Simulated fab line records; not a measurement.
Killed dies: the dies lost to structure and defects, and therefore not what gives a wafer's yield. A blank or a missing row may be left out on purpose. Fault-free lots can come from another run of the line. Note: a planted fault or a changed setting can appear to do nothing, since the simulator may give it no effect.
fab line records	flow sky130
[record] lots = 15	wafers = 45	last_day = 50
route steps=708 shown FIELD_ISO@13 METAL1@437 METAL2@487 VIA2@521
lots that met no fault: taken from a fault-free run of the same line
start_h: start of the lot's first displayed wafer, in hours after the record's first day	wait_h: hours since the lot's step before	" same as the row above	L1.1+2: several wafers, shown together as one row	- no value present, or no start provided	* or withheld: withheld	< > ~ a bound
route shown NAME@n: names a module that has steps shown in the file, with the first one's number in the route	usual: the fault-free wafers' mean and standard deviation	same: alike in all rows	chamber/n: place in a boat	sites: readings site by site	_std_site: the values' standard deviation	_edge_site: mean of outer sites minus mean of inner sites	radius_mm: how far each site lies from the wafer's centre	mask NAME#n: copy n	behind: tool/chamber where the wafer was last shaped	hold: cause of the lot's hold/its duration in hours/its outcome	device: names the non-switching transistor (n, p or np)	end of line: at the end of the route, the tests of the same wafers	a step without rows: its recipe alone	killed: count of dies lost to structure and defects at first sort (not the wafer's yield)	map: shows each die of a wafer: x if killed, . if not, _ if none is there
set.NAME: the run value of the setting; set.NAME@STEP: its run value at that earlier step	model.NAME: the simulator's own value behind a step, which no gauge read
the route's steps for a sample of lots (tables are steps, rows are wafers)
services: from which hour (start_h, from the record's first day; less than 0 if before it) a tool's chamber was out of use, for how many hours, and why
[[steps]]
[step SKY_FIELD_ISO_DEVELOP_12]
[recipe] develop_time_s = 60	resist = KrF-thick	dev_temp_c = 21
[usual] chill_plate_temp_C = 22.99/0.1	develop_time_s = 60/0
lot.wafer	tool	chamber	start_h	wait_h	chill_plate_temp_C	develop_time_s
L877.2	litho_track-02	0	29	-	22.87	60
L877.3	"	0	"	"	22.85	60
L877.6	"	0	"	"	22.93	60
L878.1	litho_track-01	0	35	-	23.01	60
L878.4	"	0	"	"	22.91	60
L878.6	"	0	"	"	22.97	60
L879.4	litho_track-01	0	39	-	22.95	60
L879.5	"	0	"	"	22.96	60
L879.6	"	0	"	"	23.10	60
L881.1	litho_track-02	0	52	-	22.97	60
L881.4	"	0	"	"	23.11	60
L881.6	"	0	"	"	22.95	60
L883.2	litho_track-03	0	61	-	22.99	60
L883.3	"	0	"	"	22.86	60
L883.6	"	0	"	"	23.00	60
L885.2	litho_track-02	0	70	-	23.05	60
L885.3	"	0	"	"	23.05	60
L885.5	"	0	"	"	22.89	60
L888.3	litho_track-02	-	84	-	-	-
L888.4	"	-	"	"	-	-
L888.6	"	-	"	"	-	-
L889.1	litho_track-02	-	92	-	-	-
L889.4	"	-	"	"	-	-
L889.6	"	-	"	"	-	-
L890.3	litho_track-03	-	99	-	-	-
L890.5	"	-	"	"	-	-
L890.6	"	-	"	"	-	-
L895.4	litho_track-03	0	121	-	23.11	60
L895.5	"	0	"	"	23.10	60
L895.6	"	0	"	"	22.99	60
L896.3	litho_track-03	0	128	-	23.11	60
L896.4	"	0	"	"	23.00	60
L896.6	"	0	"	"	22.93	60
L897.3	litho_track-01	0	133	-	22.95	60
L897.4	"	0	"	"	22.88	60
L897.5	"	0	"	"	22.89	60
L898.3	litho_track-03	0	138	-	23.08	60
L898.4	"	0	"	"	23.00	60
L898.6	"	0	"	"	23.18	60
L899.2	litho_track-02	0	146	-	22.93	60
L899.5	"	0	"	"	23.02	60
L899.6	"	0	"	"	23.02	60
L900.2	litho_track-02	0	148	-	23.10	60
L900.3	"	0	"	"	23.09	60
L900.5	"	0	"	"	23.14	60
[step SKY_METAL1_SPUTTER_03]
[recipe] material = Ti	target_thk_nm = 5	power_w = 3000	time_s = 3.3	chamber_pressure_pa = 0.4
[usual] throttle_valve_pct = 30.0/1.1
[same] time_s = 3.3
lot.wafer	tool	chamber	start_h	wait_h	throttle_valve_pct
L877.2	pvd_sputter-04	-	740.90	0.0	30.2
L877.3	"	-	"	"	32.0
L877.6	"	-	"	"	28.4
L878.1	pvd_sputter-04	-	745.86	0.0	28.3
L878.4	"	-	"	"	29.7
L878.6	"	-	"	"	31.7
L879.4	pvd_sputter-02	-	753.65	0.0	29.5
L879.5	"	-	"	"	30.4
L879.6	"	-	"	"	30.0
L881.1	pvd_sputter-02	-	772.57	0.0	30.4
L881.4	"	-	"	"	29.6
L881.6	"	-	"	"	30.2
L883.2	pvd_sputter-01	-	786.26	0.0	28.7
L883.3	"	-	"	"	30.5
L883.6	"	-	"	"	30.6
L885.2	pvd_sputter-02	-	811.40	0.0	30.2
L885.3	"	-	"	"	29.6
L885.5	"	-	"	"	29.7
L895.4	pvd_sputter-02	-	876.19	0.0	29.4
L895.5	"	-	"	"	29.6
L895.6	"	-	"	"	30.2
L896.3	pvd_sputter-04	-	887.80	0.0	30.1
L896.4	"	-	"	"	32.2
L896.6	"	-	"	"	28.6
L897.3	pvd_sputter-04	-	900.01	0.0	29.9
L897.4	"	-	"	"	32.1
L897.5	"	-	"	"	28.7
L898.3	pvd_sputter-01	-	902.81	0.0	29.0
L898.4	"	-	"	"	29.0
L898.6	"	-	"	"	28.9
L900.2	pvd_sputter-04	-	906.33	0.0	30.0
L900.3	"	-	"	"	32.1
L900.5	"	-	"	"	28.3
L899.2	pvd_sputter-02	-	909.76	0.0	29.6
L899.5	"	-	"	"	29.6
L899.6	"	-	"	"	29.6
[step SKY_METAL2_SPUTTER_04]
[recipe] material = TiN	target_thk_nm = 70	power_w = 6500	time_s = 58.3	chamber_pressure_pa = 0.4
[usual] throttle_valve_pct = 29.7/1
[same] time_s = 58.3
lot.wafer	tool	chamber	start_h	wait_h	throttle_valve_pct
L877.2	pvd_sputter-01	-	797.82	0.0	29.1
L877.3	"	-	"	"	28.7
L877.6	"	-	"	"	28.3
L878.1	pvd_sputter-03	-	802.61	0.0	30.6
L878.4	"	-	"	"	30.1
L878.6	"	-	"	"	28.8
L879.4	pvd_sputter-01	-	810.97	0.0	29.2
L879.5	"	-	"	"	29.6
L879.6	"	-	"	"	29.1
L881.1	pvd_sputter-03	-	829.23	0.0	29.7
L881.4	"	-	"	"	30.5
L881.6	"	-	"	"	28.8
L883.2	pvd_sputter-01	-	842.76	0.0	29.8
L883.3	"	-	"	"	28.8
L883.6	"	-	"	"	29.6
L885.2	pvd_sputter-03	-	866.57	0.0	28.7
L885.3	"	-	"	"	29.8
L885.5	"	-	"	"	28.7
L895.4	pvd_sputter-01	-	930.27	0.0	28.8
L895.5	"	-	"	"	28.9
L895.6	"	-	"	"	28.7
L896.3	pvd_sputter-04	-	941.30	0.0	30.1
L896.4	"	-	"	"	28.6
L896.6	"	-	"	"	32.1
L897.3	pvd_sputter-01	-	953.68	0.0	28.9
L897.4	"	-	"	"	30.5
L897.5	"	-	"	"	30.4
L898.3	pvd_sputter-01	-	956.60	0.0	30.5
L898.4	"	-	"	"	28.8
L898.6	"	-	"	"	29.6
L900.2	pvd_sputter-01	-	958.92	0.0	29.8
L900.3	"	-	"	"	29.0
L900.5	"	-	"	"	29.7
L899.2	pvd_sputter-03	-	962.10	0.0	30.5
L899.5	"	-	"	"	29.8
L899.6	"	-	"	"	28.9
[step SKY_VIA2_ETCH_14]
[recipe] chemistry = N2/H2	target = BARC	ion_energy_ev = 200	source_w = 500	bias_w = 100	pressure_mtorr = 30	n2_flow_sccm = 100	h2_flow_sccm = 200	stop_on = SiO2	time_s = 45.9	target_depth_a = 600
[usual] drypump_motor_current_A = 5.7/0.32	oes_product_au = 0.854/0.0048	throttle_valve_pct = 13.226/0.0085
[same] time_s = 45.9
lot.wafer	tool	chamber	start_h	wait_h	drypump_motor_current_A	oes_product_au	rf_hours_counter_h	throttle_valve_pct
L877.2	rie_diel-02	2	852.61	0.0	6.0	0.856	13	13.225
L877.3	"	3	"	"	4.8	0.854	16	13.227
L877.6	"	0	"	"	5.7	0.853	-	13.233
L878.1	rie_diel-02	3	856.46	0.0	4.8	0.851	16	13.219
L878.4	"	0	"	"	5.7	0.860	24	13.220
L878.6	"	0	"	"	5.7	0.856	-	13.230
L879.4	rie_diel-02	0	865.13	0.0	5.7	0.850	-	13.225
L879.5	"	3	"	"	4.8	0.851	-	13.220
L879.6	"	2	"	"	6.0	0.851	-	13.226
L881.1	rie_diel-04	1	882.54	0.0	5.4	0.854	9	13.237
L881.4	"	2	"	"	6.1	0.865	4	13.228
L881.6	"	1	"	"	5.4	0.855	-	13.227
L883.2	rie_diel-02	0	896.51	0.0	5.7	0.850	25	13.229
L883.3	"	3	"	"	4.8	0.854	18	13.223
L883.6	"	0	"	"	5.7	0.860	-	13.235
L885.2	rie_diel-01	1	918.94	0.0	5.6	0.860	19	13.233
L885.3	"	3	"	"	5.8	0.852	6	13.235
L885.5	"	1	"	"	5.6	0.845	-	13.213
L895.4	rie_diel-04	0	981.36	0.0	6.2	0.850	13	13.240
L895.5	"	3	"	"	5.6	0.865	-	13.231
L895.6	"	2	"	"	6.1	0.858	-	13.221
L896.3	rie_diel-01	2	991.28	0.0	5.6	0.851	-	13.229
L896.4	"	1	"	"	5.6	0.852	-	13.233
L896.6	"	1	"	"	5.6	0.850	-	13.224
L897.3	rie_diel-04	2	1002.34	0.0	6.1	0.852	8	13.241
L897.4	"	0	"	"	6.2	0.855	13	13.215
L897.5	"	3	"	"	5.6	0.849	-	13.221
L898.3	rie_diel-01	0	1006.01	0.0	6.0	0.856	27	13.223
L898.4	"	2	"	"	5.6	0.849	-	13.233
L898.6	"	1	"	"	5.6	0.839	-	13.219
L900.2	rie_diel-04	3	1007.81	0.0	5.6	0.851	16	13.224
L900.3	"	2	"	"	6.1	0.849	8	13.224
L900.5	"	2	"	"	6.1	0.854	-	13.215
L899.2	rie_diel-01	0	1010.06	0.0	6.0	0.856	27	13.220
L899.5	"	2	"	"	5.5	0.851	-	13.227
L899.6	"	1	"	"	5.6	0.854	-	13.225
[[services]]
tool	chamber	start_h	hours	kind
pvd_sputter-04	-	8.51	11.8	repair
pvd_sputter-02	-	44.24	2.7	repair
pvd_sputter-04	-	71.79	32.6	repair
pvd_sputter-04	-	209.00	4.2	repair
pvd_sputter-01	-	230.90	18.9	repair
pvd_sputter-02	-	315.73	5.3	repair
pvd_sputter-02	-	338.96	3.0	repair
pvd_sputter-01	-	427.21	0.7	repair
pvd_sputter-04	-	481.22	44.5	repair
pvd_sputter-01	-	486.71	4.6	repair
pvd_sputter-04	-	592.29	1.4	repair
pvd_sputter-04	-	625.07	1.1	repair
pvd_sputter-04	-	634.41	3.0	repair
pvd_sputter-01	-	640.99	2.2	repair
pvd_sputter-04	-	694.15	1.7	repair
pvd_sputter-01	-	716.26	9.7	repair
pvd_sputter-01	-	749.28	1.8	repair
pvd_sputter-04	-	803.40	4.0	repair
pvd_sputter-04	-	845.46	28.6	repair
pvd_sputter-01	-	850.76	3.4	repair
pvd_sputter-04	-	851.05	4.3	repair
pvd_sputter-04	-	945.47	49.1	repair
pvd_sputter-04	-	965.70	6.0	repair
pvd_sputter-01	-	983.36	9.2	repair
[[key]]
[first_sign] step = SKY_FIELD_ISO_DEVELOP_12	reading = tool_record	direction = missing
effect none on later readings
met_at SKY_FIELD_ISO_DEVELOP_12
struck_lots L888,L889,L890
later_rows_left_out L888.3,L888.4,L888.6,L889.1,L889.4,L889.6,L890.3,L890.5,L890.6
sort_left_out L888.3,L888.4,L888.6,L889.1,L889.4,L889.6,L890.3,L890.5,L890.6
tester_left_out L888,L889,L890
not_acting_at SKY_METAL1_SPUTTER_03,SKY_METAL2_SPUTTER_04,SKY_VIA2_ETCH_14
onset_between 70 84
[fault] kind = skipped_step_whole	tool = litho_track-02,litho_track-03	chamber = -	onset_h = 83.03	steps = SKY_FIELD_ISO_DEVELOP_12	scope = struck_lots_only
// tester_left_out: of these lots the tester's yield and bins aren't shown, on N5 and GAA mostly nor the transistor test; their killed dies are dies lost to structure and defects alone, not to doping, threshold or leakage, so they don't give the yield
// sort_left_out: the simulated sort isn't trusted on such a fault, so these wafers' sort isn't shown, and their yield isn't known
// later_rows_left_out: the simulator's readings of these wafers behind a module that went badly wrong aren't trusted and aren't shown, but for the sort
